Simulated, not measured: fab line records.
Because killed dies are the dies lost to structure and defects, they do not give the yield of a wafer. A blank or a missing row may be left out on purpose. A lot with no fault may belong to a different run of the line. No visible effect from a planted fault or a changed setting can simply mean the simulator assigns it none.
Commonality check across tools / flow gf180mcu / Sample size 12 lots and 36 wafers

== THE REASON FOR OPENING IT ==
Of 12 lots, 2 have the reading V3_W_RS flagged at GF_V3_RS_MEAS_24. Wafers without a fault read 0.327 ohm/sq, standard deviation 0.0035.
Rule: a lot is flagged when every wafer of it that has a number lies more than 4 standard deviations from that mean, or none has a number. As for the other lots, they are considered sound.

lot=L613; measured=day 23 00:58; on=film-metro-02; V3_W_RS (ohm/sq), wafer by wafer=0.329 0.329 0.325; flag=
lot=L615; measured=day 23 18:50; on=film-metro-04; V3_W_RS (ohm/sq), wafer by wafer=0.324 0.331 0.322; flag=
lot=L616; measured=day 24 01:43; on=film-metro-04; V3_W_RS (ohm/sq), wafer by wafer=0.320 0.326 0.320; flag=
lot=L617; measured=day 24 13:09; on=film-metro-03; V3_W_RS (ohm/sq), wafer by wafer=0.328 0.320 0.320; flag=
lot=L618; measured=day 24 17:49; on=film-metro-02; V3_W_RS (ohm/sq), wafer by wafer=0.326 0.325 0.321; flag=
lot=L619; measured=day 25 00:12; on=film-metro-03; V3_W_RS (ohm/sq), wafer by wafer=0.327 0.327 0.325; flag=
lot=L623; measured=day 26 17:38; on=film-metro-02; V3_W_RS (ohm/sq), wafer by wafer=0.324 0.323 0.322; flag=
lot=L624; measured=day 26 18:53; on=film-metro-04; V3_W_RS (ohm/sq), wafer by wafer=0.469 0.462 0.470; flag=FLAGGED
lot=L626; measured=day 27 07:26; on=film-metro-03; V3_W_RS (ohm/sq), wafer by wafer=0.460 0.468 0.467; flag=FLAGGED
lot=L629; measured=day 28 05:21; on=film-metro-02; V3_W_RS (ohm/sq), wafer by wafer=0.325 0.328 0.322; flag=
lot=L630; measured=day 28 08:41; on=film-metro-04; V3_W_RS (ohm/sq), wafer by wafer=0.327 0.327 0.324; flag=
lot=L633; measured=day 29 05:23; on=film-metro-02; V3_W_RS (ohm/sq), wafer by wafer=0.328 0.329 0.336; flag=
The numbers of the flagged lots are 0.466 ohm/sq on average: +0.139 ohm/sq against the usual, or +40 standard deviations.

== EACH LOT AND THE TOOL IT RAN ON ==
Before the reading, the record contains 3 process steps out of a 602-step route. In each cell: the tool, then ch and the chambers that the sampled wafers went through, then the start.
lot=L613; flag=; GF_V2_ETCH_17=rie-diel-04 ch 0,1,2, day 21 22:56 or earlier; GF_V3_SPUTTER_22=pvd-sputter-04, day 23 00:47; GF_V3_CVD_23=cvd-w-01 ch 0, day 23 00:50
lot=L615; flag=; GF_V2_ETCH_17=rie-diel-01 ch 0,2,3, day 22 17:01 or earlier; GF_V3_SPUTTER_22=pvd-sputter-01, day 23 18:39; GF_V3_CVD_23=cvd-w-02 ch 0,1, day 23 18:43
lot=L616; flag=; GF_V2_ETCH_17=rie-diel-04 ch 1,2,3, day 23 00:32 or earlier; GF_V3_SPUTTER_22=pvd-sputter-01, day 24 01:32; GF_V3_CVD_23=cvd-w-02 ch 0,1, day 24 01:35
lot=L617; flag=; GF_V2_ETCH_17=rie-diel-03 ch 0,1,3, day 23 12:35 or earlier; GF_V3_SPUTTER_22=pvd-sputter-04, day 24 12:59; GF_V3_CVD_23=cvd-w-02 ch 0,1, day 24 13:02
lot=L618; flag=; GF_V2_ETCH_17=rie-diel-03 ch 0,1,3, day 23 17:47 or earlier; GF_V3_SPUTTER_22=pvd-sputter-03, day 24 17:38; GF_V3_CVD_23=cvd-w-01 ch 0,1, day 24 17:41
lot=L619; flag=; GF_V2_ETCH_17=rie-diel-04 ch 1,3, day 24 00:53 or earlier; GF_V3_SPUTTER_22=pvd-sputter-01, day 25 00:03; GF_V3_CVD_23=cvd-w-02 ch 0,1, day 25 00:05
lot=L623; flag=; GF_V2_ETCH_17=rie-diel-01 ch 1,2,3, day 25 18:25 or earlier; GF_V3_SPUTTER_22=pvd-sputter-01, day 26 17:29; GF_V3_CVD_23=cvd-w-02 ch 0,1, day 26 17:32
lot=L624; flag=FLAGGED; GF_V2_ETCH_17=rie-diel-03 ch 1,2,3, day 25 19:31 or earlier; GF_V3_SPUTTER_22=pvd-sputter-01, day 26 18:44; GF_V3_CVD_23=cvd-w-02 ch 0,1, day 26 18:47
lot=L626; flag=FLAGGED; GF_V2_ETCH_17=rie-diel-04 ch 0,3, day 26 08:32 or earlier; GF_V3_SPUTTER_22=pvd-sputter-04, day 27 07:17; GF_V3_CVD_23=cvd-w-02 ch 0,1, day 27 07:20
lot=L629; flag=; GF_V2_ETCH_17=rie-diel-04 ch 1,2, day 27 07:30 or earlier; GF_V3_SPUTTER_22=pvd-sputter-04, day 28 05:11; GF_V3_CVD_23=cvd-w-01 ch 0,1, day 28 05:13
lot=L630; flag=; GF_V2_ETCH_17=rie-diel-03 ch 0,2,3, day 27 10:46 or earlier; GF_V3_SPUTTER_22=pvd-sputter-01, day 28 08:31; GF_V3_CVD_23=cvd-w-01 ch 0,1, day 28 08:34
lot=L633; flag=; GF_V2_ETCH_17=rie-diel-03 ch 0,2,3, day 28 08:18 or earlier; GF_V3_SPUTTER_22=pvd-sputter-01, day 29 05:12; GF_V3_CVD_23=cvd-w-01 ch 0,1, day 29 05:16
What the steps here do:
- GF_V2_ETCH_17: etches SiO2 in C4F8/O2/Ar, stops on TiN, target depth 630 nm.
- GF_V3_SPUTTER_22: material TiN, target thk 10 nm, time 40 s.
- GF_V3_CVD_23: deposits W, target thk 350 nm, time 104.9 s.
- GF_V3_RS_MEAS_24: measures by four-point-probe.

== FLAGGED OVER TOTAL, TOOL BY TOOL (the gauges that took the reading come last) ==
step=GF_V2_ETCH_17; tool=rie-diel-01; lots run=2; flagged=0; share of the flagged lots=none; sound lots run after its first flagged lot=-
step=GF_V2_ETCH_17; tool=rie-diel-03; lots run=5; flagged=1; share of the flagged lots=some; sound lots run after its first flagged lot=2 (L630,L633)
step=GF_V2_ETCH_17; tool=rie-diel-04; lots run=5; flagged=1; share of the flagged lots=some; sound lots run after its first flagged lot=1 (L629)
step=GF_V3_SPUTTER_22; tool=pvd-sputter-01; lots run=7; flagged=1; share of the flagged lots=some; sound lots run after its first flagged lot=2 (L630,L633)
step=GF_V3_SPUTTER_22; tool=pvd-sputter-03; lots run=1; flagged=0; share of the flagged lots=none; sound lots run after its first flagged lot=-
step=GF_V3_SPUTTER_22; tool=pvd-sputter-04; lots run=4; flagged=1; share of the flagged lots=some; sound lots run after its first flagged lot=1 (L629)
step=GF_V3_CVD_23; tool=cvd-w-01; lots run=5; flagged=0; share of the flagged lots=none; sound lots run after its first flagged lot=-
step=GF_V3_CVD_23; tool=cvd-w-02; lots run=7; flagged=2; share of the flagged lots=all; sound lots run after its first flagged lot=0
step=GF_V3_RS_MEAS_24; tool=film-metro-02; lots run=5; flagged=0; share of the flagged lots=none; sound lots run after its first flagged lot=-
step=GF_V3_RS_MEAS_24; tool=film-metro-03; lots run=3; flagged=1; share of the flagged lots=some; sound lots run after its first flagged lot=0
step=GF_V3_RS_MEAS_24; tool=film-metro-04; lots run=4; flagged=1; share of the flagged lots=some; sound lots run after its first flagged lot=1 (L630)
Because GF_V2_ETCH_17 lacks a start for some lots, the hours and order of its lots are taken from GF_M3_CD_MEAS_14.

== WHAT THE TABLE PERMITS ==
All flagged lots share 1 row of the table, namely cvd-w-02 at GF_V3_CVD_23.
- cvd-w-02 at GF_V3_CVD_23: 2 of its 7 lots flagged. Last sound lot L623 at day 26 17:32, first flagged lot L624 at day 26 18:47; a fault beginning in between fits.
One tool is left: cvd-w-02 at GF_V3_CVD_23.

== WHAT THE SIMULATOR HAD INSERTED ==
Site profile drift: cvd-w-02, from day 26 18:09 on, at GF_V3_CVD_23. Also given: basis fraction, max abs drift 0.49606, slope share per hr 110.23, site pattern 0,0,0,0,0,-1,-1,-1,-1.
Shown lots that were struck: L624, L626. The same result came from the rule above.
